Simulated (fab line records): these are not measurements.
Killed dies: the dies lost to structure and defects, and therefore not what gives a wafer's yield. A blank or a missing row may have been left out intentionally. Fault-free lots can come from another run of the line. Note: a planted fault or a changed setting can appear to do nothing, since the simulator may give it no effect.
Which tool was responsible? / flow sky130 / route of 708 steps, sampled at 1 step: 7 lots, 20 wafers

== WHAT EACH GAUGE READ, for each wafer ==
SKY_NWELL_THK_MEAS_02.
lot=L245; measured=day 2 15:07; on=film_metro-02; NWELL_OXIDATION_THK (nm)=10.25 10.09 10.18
lot=L248; measured=day 3 15:02; on=film_metro-01; NWELL_OXIDATION_THK (nm)=9.88 9.86 9.74
lot=L250; measured=day 4 01:47; on=film_metro-02; NWELL_OXIDATION_THK (nm)=10.09 10.11 10.00
lot=L252; measured=day 4 13:44; on=film_metro-01; NWELL_OXIDATION_THK (nm)=9.95 9.92 9.77
lot=L254; measured=day 4 21:47; on=film_metro-01; NWELL_OXIDATION_THK (nm)=9.88 10.13 10.04
lot=L259; measured=day 6 02:27; on=film_metro-02; NWELL_OXIDATION_THK (nm)=9.80 9.72
lot=L265; measured=day 7 17:55; on=film_metro-03; NWELL_OXIDATION_THK (nm)=9.99 9.99 10.17

== WHICH TOOL RAN EACH LOT (tool, then ch and the chambers of the sampled wafers, then the start) ==
The record holds no process step before these readings.

== THE ANSWER, worked out from the rows above alone ==
Rule: the lots themselves supply what counts as usual. Put in order of their means at a reading, lots are off if they are a third of the lots or fewer, leave a main group of 4 or more, and stand apart from it by a gap of 3 or more times the standard deviation of the main group's means; of several such gaps the widest counts. The tables above print the reading to a certain number of digits; a main group whose means all agree to those digits is not used. Also off: a lot with no number at a reading for which 4 or more lots have one. Any other lot the step has rows for is counted as sound.
No lot is off on any of the readings shown, so nothing can be concluded from this.

== WHAT THE SIMULATOR PUT IN ==
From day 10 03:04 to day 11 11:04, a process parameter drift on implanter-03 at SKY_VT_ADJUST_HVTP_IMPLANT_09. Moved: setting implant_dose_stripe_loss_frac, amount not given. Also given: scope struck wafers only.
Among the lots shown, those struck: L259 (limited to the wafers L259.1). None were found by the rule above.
